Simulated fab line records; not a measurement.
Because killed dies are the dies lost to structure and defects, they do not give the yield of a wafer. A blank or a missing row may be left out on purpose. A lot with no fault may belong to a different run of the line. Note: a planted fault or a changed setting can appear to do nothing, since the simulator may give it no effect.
Check of tool commonality || flow gf180mcu || Lots sampled 15, wafers sampled 45

== THE REASON FOR OPENING IT ==
Of 15 lots, 3 have the reading HV_LDD_4_TW flagged at GF_HV_LDD_TW_MEAS_50. Wafers without a fault read 572, standard deviation 3.1.
Rule: a lot is flagged in two cases, either no wafer of it has a number, or all its wafers with numbers fall more than 4 standard deviations from that mean. The other lots count as sound.

{"lot": "L439", "measured": "day 12 10:00", "on": "filmMetro-01", "HV_LDD_4_TW, wafer by wafer": "569 573 571", "flag": ""}
{"lot": "L440", "measured": "day 12 19:38", "on": "filmMetro-03", "HV_LDD_4_TW, wafer by wafer": "574 571 570", "flag": ""}
{"lot": "L441", "measured": "day 13 06:05", "on": "filmMetro-01", "HV_LDD_4_TW, wafer by wafer": "568 571 574", "flag": ""}
{"lot": "L442", "measured": "day 13 13:58", "on": "filmMetro-04", "HV_LDD_4_TW, wafer by wafer": "576 574 577", "flag": ""}
{"lot": "L444", "measured": "day 14 00:53", "on": "filmMetro-03", "HV_LDD_4_TW, wafer by wafer": "577 573 574", "flag": ""}
{"lot": "L446", "measured": "day 14 16:19", "on": "filmMetro-03", "HV_LDD_4_TW, wafer by wafer": "574 575 576", "flag": ""}
{"lot": "L447", "measured": "day 14 20:22", "on": "filmMetro-03", "HV_LDD_4_TW, wafer by wafer": "573 578 575", "flag": ""}
{"lot": "L451", "measured": "day 16 06:20", "on": "filmMetro-01", "HV_LDD_4_TW, wafer by wafer": "30 30 30", "flag": "FLAGGED"}
{"lot": "L452", "measured": "day 16 18:44", "on": "filmMetro-03", "HV_LDD_4_TW, wafer by wafer": "30 30 30", "flag": "FLAGGED"}
{"lot": "L453", "measured": "day 17 02:13", "on": "filmMetro-01", "HV_LDD_4_TW, wafer by wafer": "30 30 30", "flag": "FLAGGED"}
{"lot": "L458", "measured": "day 18 19:10", "on": "filmMetro-04", "HV_LDD_4_TW, wafer by wafer": "576 573 574", "flag": ""}
{"lot": "L459", "measured": "day 19 04:42", "on": "filmMetro-03", "HV_LDD_4_TW, wafer by wafer": "568 572 568", "flag": ""}
{"lot": "L460", "measured": "day 19 07:58", "on": "filmMetro-03", "HV_LDD_4_TW, wafer by wafer": "569 565 567", "flag": ""}
{"lot": "L461", "measured": "day 20 02:08", "on": "filmMetro-03", "HV_LDD_4_TW, wafer by wafer": "568 569 570", "flag": ""}
{"lot": "L462", "measured": "day 20 11:06", "on": "filmMetro-03", "HV_LDD_4_TW, wafer by wafer": "570 568 568", "flag": ""}
Flagged lots average 30: -542 relative to the usual, that is -99 or more standard deviations.

== TOOL THAT RAN EACH LOT ==
The record keeps 1 process step preceding the reading, out of 602 steps on the route. In each cell: the tool, then ch and the chambers that the sampled wafers went through, then the start.
{"lot": "L439", "flag": "", "GF_HV_LDD_IMPLANT_48": "implanter-02 ch 0, day 12 09:47"}
{"lot": "L440", "flag": "", "GF_HV_LDD_IMPLANT_48": "implanter-02 ch 0, day 12 19:23"}
{"lot": "L441", "flag": "", "GF_HV_LDD_IMPLANT_48": "implanter-02 ch 0, day 13 05:50"}
{"lot": "L442", "flag": "", "GF_HV_LDD_IMPLANT_48": "implanter-01 ch 0, day 13 13:43"}
{"lot": "L444", "flag": "", "GF_HV_LDD_IMPLANT_48": "implanter-04 ch 0, day 14 00:38"}
{"lot": "L446", "flag": "", "GF_HV_LDD_IMPLANT_48": "implanter-01 ch 0, day 14 16:04"}
{"lot": "L447", "flag": "", "GF_HV_LDD_IMPLANT_48": "implanter-04 ch 0, day 14 20:07"}
{"lot": "L451", "flag": "FLAGGED", "GF_HV_LDD_IMPLANT_48": "implanter-01, day 16 06:07"}
{"lot": "L452", "flag": "FLAGGED", "GF_HV_LDD_IMPLANT_48": "implanter-04, day 16 18:31"}
{"lot": "L453", "flag": "FLAGGED", "GF_HV_LDD_IMPLANT_48": "implanter-04, day 17 01:58"}
{"lot": "L458", "flag": "", "GF_HV_LDD_IMPLANT_48": "implanter-02 ch 0, day 18 18:56"}
{"lot": "L459", "flag": "", "GF_HV_LDD_IMPLANT_48": "implanter-02 ch 0, day 19 04:29"}
{"lot": "L460", "flag": "", "GF_HV_LDD_IMPLANT_48": "implanter-04 ch 0, day 19 07:43"}
{"lot": "L461", "flag": "", "GF_HV_LDD_IMPLANT_48": "implanter-02 ch 0, day 20 01:53"}
{"lot": "L462", "flag": "", "GF_HV_LDD_IMPLANT_48": "implanter-01 ch 0, day 20 10:52"}
These steps, and what they do:
- GF_HV_LDD_IMPLANT_48
- GF_HV_LDD_TW_MEAS_50

== FLAGGED AGAINST TOTAL, ONE TOOL AT A TIME (gauges that did the reading follow at the end) ==
{"step": "GF_HV_LDD_IMPLANT_48", "tool": "implanter-01", "lots run": 4, "flagged": 1, "share of the flagged lots": "some", "sound lots run after its first flagged lot": "1 (L462)"}
{"step": "GF_HV_LDD_IMPLANT_48", "tool": "implanter-02", "lots run": 6, "flagged": 0, "share of the flagged lots": "none", "sound lots run after its first flagged lot": "-"}
{"step": "GF_HV_LDD_IMPLANT_48", "tool": "implanter-04", "lots run": 5, "flagged": 2, "share of the flagged lots": "some", "sound lots run after its first flagged lot": "1 (L460)"}
{"step": "GF_HV_LDD_TW_MEAS_50", "tool": "filmMetro-01", "lots run": 4, "flagged": 2, "share of the flagged lots": "some", "sound lots run after its first flagged lot": 0}
{"step": "GF_HV_LDD_TW_MEAS_50", "tool": "filmMetro-03", "lots run": 9, "flagged": 1, "share of the flagged lots": "some", "sound lots run after its first flagged lot": "4 (L459,L460,L461,L462)"}
{"step": "GF_HV_LDD_TW_MEAS_50", "tool": "filmMetro-04", "lots run": 2, "flagged": 0, "share of the flagged lots": "none", "sound lots run after its first flagged lot": "-"}

== WHAT THE TABLE PERMITS ==
No row of the table ran every flagged lot.

== WHAT THE SIMULATOR HAD PUT IN ==
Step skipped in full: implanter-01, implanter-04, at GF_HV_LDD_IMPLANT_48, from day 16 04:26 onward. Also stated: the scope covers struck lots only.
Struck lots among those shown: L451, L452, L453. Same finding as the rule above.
